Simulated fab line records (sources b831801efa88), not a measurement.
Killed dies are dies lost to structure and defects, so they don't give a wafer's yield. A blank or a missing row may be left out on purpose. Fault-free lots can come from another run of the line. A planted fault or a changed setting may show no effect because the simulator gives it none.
A struck lot beside a sound one    flow gf180mcu    23 steps out of a route of 602
Sound: wafers L335.4, L335.5, L335.6. Struck: wafers L339.2, L339.5, L339.6. At the end, the cause is stated.
At each step with rows: each side's tool, then ch and its chambers, then its first start. Under that, the readings that differ: sound wafers    struck wafers    difference of the means    sigmas: that difference in standard deviations of wafers without a fault.
alike: a reading whose means differ by less than 2 such deviations, as well as words and numbers matching on both sides. not compared: withheld readings; readings where some wafer has no value; bounds like >300 that might hide an equal value; numbers whose values overlap and for which the record gives no deviation.
Wherever a step has rows on one side only, a row that says differs or no value, or a row with sigmas, the two part there. Numbers that have no deviation but don't overlap get no sigmas and don't part them. Lack of a reading on every wafer of one side parts them only where that side has two or more wafers.

first, 5 steps without rows for these wafers: GF_HV_LDD_COAT_02 (resist thk 1000 nm); GF_HV_LDD_SOFTBAKE_03 (time 60 s); GF_HV_LDD_EXPOSE_04 (exposes mask Nplus LV AREA, target cd 400 nm); GF_HV_LDD_PEB_05; GF_HV_LDD_DEVELOP_06 (develop time 60 s).
GF_HV_LDD_CD_MEAS_07: target cd 400 nm.
  sound on cd_sem-02 at day 10 16:34; struck on cd_sem-02 at day 12 16:41
  alike: cd_nm
GF_HV_LDD_OVL_MEAS_08:
  sound on overlay-02 at day 10 16:38; struck on overlay-01 at day 12 16:47
  alike: HV_LDD_OVL
then, 1 step without rows for these wafers: GF_HV_LDD_IMPLANT_09.
GF_HV_LDD_STRIP_10: strips in O2/N2.
  sound on plasma_asher-02 ch 0,1, day 10 16:50; struck on plasma_asher-01 ch 0,1, day 12 16:58
  alike: drypump_motor_current_A, heater_power_w, n2_flow_sccm, oes_product_au, strip_time_to_endpoint_s
  not compared: rf_hours_counter_h
GF_HV_LDD_TW_MEAS_11:
  sound on film_metro-04 at day 10 16:56; struck on film_metro-03 at day 12 17:05
  alike: HV_LDD_TW
then, 2 steps without rows for these wafers: GF_HV_LDD_DEHYDRATE_12 (time 60 s); GF_HV_LDD_HMDS_13 (prime time 60 s).
GF_HV_LDD_COAT_14: resist thk 1000 nm.
  sound on litho_track-02 ch 0, day 11 01:26; struck on litho_track-01 ch 0, day 13 02:40
reading                                      sound              struck           difference  sigmas
model.NOVOLAK_of_HV_LDD_COAT_14.thk_nm (nm)  999.1 997.6 999.8  985.5 988.6 986  -12.1       
  alike: chill_plate_temp_C, dispense_pressure_kPa
then, 3 steps without rows for these wafers: GF_HV_LDD_SOFTBAKE_15 (time 60 s); GF_HV_LDD_EXPOSE_16 (exposes mask Pplus LV AREA, target cd 400 nm); GF_HV_LDD_PEB_17.
GF_HV_LDD_DEVELOP_18: develop time 60 s.
  sound on litho_track-02 ch 0, day 11 10:38; struck on litho_track-02 ch 0, day 13 12:05
reading                                      sound              struck             difference  sigmas
model.NOVOLAK_of_HV_LDD_COAT_14.thk_nm (nm)  998.7 997.2 999.4  985.1 988.2 985.6  -12.1       
  alike: chill_plate_temp_C
GF_HV_LDD_CD_MEAS_19: target cd 400 nm.
  sound on cd_sem-02 at day 11 10:46; struck on cd_sem-01 at day 13 12:13
  alike: cd_nm
GF_HV_LDD_OVL_MEAS_20:
  sound on overlay-01 at day 11 10:50; struck on overlay-01 at day 13 12:20
  alike: HV_LDD_01_OVL
then, 1 step without rows for these wafers: GF_HV_LDD_IMPLANT_21.
GF_HV_LDD_STRIP_22: strips in O2/N2.
  sound on plasma_asher-01 ch 0,1, day 11 11:02; struck on plasma_asher-01 ch 0,1, day 13 12:31
reading                       sound                 struck                difference  sigmas
strip_time_to_endpoint_s (s)  12.616 12.593 12.633  12.456 12.512 12.462  -0.137      -5
  alike: drypump_motor_current_A, heater_power_w, n2_flow_sccm, oes_product_au
  not compared: rf_hours_counter_h
GF_HV_LDD_TW_MEAS_23:
  sound on film_metro-03 at day 11 11:08; struck on film_metro-02 at day 13 12:37
  alike: HV_LDD_2_TW
-- the record jumps here: 18 days lie between the struck wafers' starts before and after (it left off in module HV_LDD and takes up again in module PASSIVATION, whose first step shown is number 602 of the route) --
GF_PASSIVATION_PROBE_99:
  record: rows for the struck wafers here (prober-01, day 31 15:13), none for the sound ones

## WHERE THEY PART
Earliest at GF_HV_LDD_STRIP_22; latest, in this record, at GF_PASSIVATION_PROBE_99.

WHY: what the simulator had put in
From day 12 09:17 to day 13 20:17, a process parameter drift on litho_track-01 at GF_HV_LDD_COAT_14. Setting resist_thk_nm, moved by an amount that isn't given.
